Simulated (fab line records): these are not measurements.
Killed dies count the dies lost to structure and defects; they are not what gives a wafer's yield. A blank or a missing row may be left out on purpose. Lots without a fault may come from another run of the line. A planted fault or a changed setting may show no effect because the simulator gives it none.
Tool commonality check	flow gf180mcu	39 wafers sampled across 13 lots

REASON FOR OPENING
On 1 of the 13 lots, a flag is raised at GF_TOP_METAL_CD_MEAS_14 on the reading cd nm. No-fault wafers: 440.0 nm, standard deviation 2.
Rule: a lot is flagged when every wafer of it that has a number lies more than 4 standard deviations from that mean, or none has a number. All remaining lots are regarded as sound.

lot	measured	on	cd nm (nm), wafer by wafer	flag
L343	day 27 20:29	cd sem-02	442.8 440.9 443.5	
L344	day 28 11:38	cd sem-02	440.7 442.0 439.9	
L345	day 28 13:47	cd sem-01	439.3 437.5 439.3	
L347	day 29 06:55	cd sem-01	442.8 441.9 442.7	
L348	day 29 18:44	cd sem-01	441.4 442.1 441.0	
L349	day 30 07:05	cd sem-02	438.7 437.4 435.4	
L350	day 30 09:02	cd sem-02	441.0 440.6 440.4	
L351	day 30 10:14	cd sem-01	440.0 440.2 439.7	
L353	day 31 03:19	cd sem-01	439.1 441.1 437.4	
L354	day 31 10:18	cd sem-01	443.0 445.9 441.6	
L355	day 31 13:45	cd sem-01	440.1 440.8 440.2	
L357	day 32 02:26	cd sem-01	438.5 437.8 438.1	
L366	day 34 11:09	cd sem-02	400.8 394.2 423.2	FLAGGED
The mean of the flagged lots' numbers is 406.1 nm, -33.9 nm from the usual (-17 standard deviations).

LOT BY LOT: THE TOOL USED
3 process steps preceding the reading are held in the record, out of 602 steps in the route. Cell contents, in order: the tool; ch with the chambers the sampled wafers went through; the start.
lot	flag	GF_MIM_METAL_ETCH_19	GF_V5_CVD_02	GF_TOP_METAL_EXPOSE_11
L343		rie metal-02 ch 0,1, day 25 03:14	pecvd-02 ch 0,2, day 26 01:14	iline stepper-01 ch 0, day 27 10:55
L344		rie metal-03 ch 0,1, day 25 17:35	pecvd-01 ch 0,1,2, day 26 19:02	iline stepper-01 ch 0, day 28 02:32
L345		rie metal-03 ch 0,1, day 25 21:14	pecvd-03 ch 0,1,2, day 26 19:32	iline stepper-01 ch 0, day 28 04:00
L347		rie metal-03 ch 0,1, day 26 16:59	pecvd-01 ch 0,1, day 27 14:48	iline stepper-01 ch 0, day 28 22:11
L348		rie metal-02 ch 0,1, day 27 04:32	pecvd-02 ch 0,2, day 28 02:29	iline stepper-01 ch 0, day 29 09:06
L349		rie metal-03 ch 0, day 27 17:16	pecvd-03 ch 0,1,2, day 28 14:06	iline stepper-01 ch 0, day 29 21:24
L350		rie metal-02 ch 0,1, day 27 19:55	pecvd-02 ch 0,2, day 28 17:44	iline stepper-01 ch 0, day 30 00:20
L351		rie metal-01 ch 0,1, day 27 20:46	pecvd-03 ch 0,1, day 28 18:05	iline stepper-02 ch 0, day 30 01:10
L353		rie metal-03 ch 0,1, day 28 16:28	pecvd-03 ch 0,1,2, day 29 12:19	iline stepper-02 ch 0, day 30 18:25
L354		rie metal-02 ch 0,1, day 28 23:12	pecvd-02 ch 0,2, day 29 19:38	iline stepper-02 ch 0, day 31 01:23
L355		rie metal-02 ch 0,1, day 29 04:16	pecvd-01 ch 0,1, day 30 00:31	iline stepper-01 ch 0, day 31 05:23
L357		rie metal-03 ch 0,1, day 29 17:07	pecvd-01 ch 0,2, day 30 12:23	iline stepper-02 ch 0, day 31 17:43
L366	FLAGGED	rie metal-01 ch 0,1, day 32 09:28	pecvd-02 ch 1,2, day 33 03:02	iline stepper-01 ch 0, day 34 03:53
What these steps do:
- GF_MIM_METAL_ETCH_19: etches the open film in Cl2/BCl3, stops on Si3N4, target depth 324.5 nm, time 54.1 s.
- GF_V5_CVD_02: deposits SiO2 from TEOS, target thk 1450 nm, time 163.28 s.
- GF_TOP_METAL_EXPOSE_11: exposes mask MetalTop, target cd 440 nm.
- GF_TOP_METAL_CD_MEAS_14: target cd 440 nm.

FLAGGED OVER TOTAL, TOOL BY TOOL (the gauges that took the reading come last)
step	tool	lots run	flagged	share of the flagged lots	sound lots run after its first flagged lot
GF_MIM_METAL_ETCH_19	rie metal-01	2	1	all	0
GF_MIM_METAL_ETCH_19	rie metal-02	5	0	none	-
GF_MIM_METAL_ETCH_19	rie metal-03	6	0	none	-
GF_V5_CVD_02	pecvd-01	4	0	none	-
GF_V5_CVD_02	pecvd-02	5	1	all	0
GF_V5_CVD_02	pecvd-03	4	0	none	-
GF_TOP_METAL_EXPOSE_11	iline stepper-01	9	1	all	0
GF_TOP_METAL_EXPOSE_11	iline stepper-02	4	0	none	-
GF_TOP_METAL_CD_MEAS_14	cd sem-01	8	0	none	-
GF_TOP_METAL_CD_MEAS_14	cd sem-02	5	1	all	0

THE TABLE: WHAT IT ALLOWS
4 rows of the table ran every flagged lot: rie metal-01 at GF_MIM_METAL_ETCH_19, pecvd-02 at GF_V5_CVD_02, iline stepper-01 at GF_TOP_METAL_EXPOSE_11, cd sem-02 at GF_TOP_METAL_CD_MEAS_14.
- rie metal-01 at GF_MIM_METAL_ETCH_19 ran 2 lots, 1 of them flagged. Its last sound lot is L351 (day 27 20:46), its first flagged lot L366 (day 32 09:28): a fault that began between those two fits.
- pecvd-02 at GF_V5_CVD_02 ran 5 lots, 1 of them flagged. Its last sound lot is L354 (day 29 19:38), its first flagged lot L366 (day 33 03:02): a fault that began between those two fits.
- iline stepper-01 at GF_TOP_METAL_EXPOSE_11 ran 9 lots, 1 of them flagged. Its last sound lot is L355 (day 31 05:23), its first flagged lot L366 (day 34 03:53): a fault that began between those two fits. Its own readings (exposure dose mJ cm2) fall more than 4 standard deviations out on all wafers of the flagged lots.
- cd sem-02 at GF_TOP_METAL_CD_MEAS_14 ran 5 lots, 1 of them flagged. Its last sound lot is L350 (day 30 09:02), its first flagged lot L366 (day 34 11:09): a fault that began between those two fits.
A lot count leaves these 4 tools indistinguishable: every one of them fits a fault beginning at some hour. More lots, or a look at what each step does to the wafer, might.

WHAT THE SIMULATOR HAD INSERTED
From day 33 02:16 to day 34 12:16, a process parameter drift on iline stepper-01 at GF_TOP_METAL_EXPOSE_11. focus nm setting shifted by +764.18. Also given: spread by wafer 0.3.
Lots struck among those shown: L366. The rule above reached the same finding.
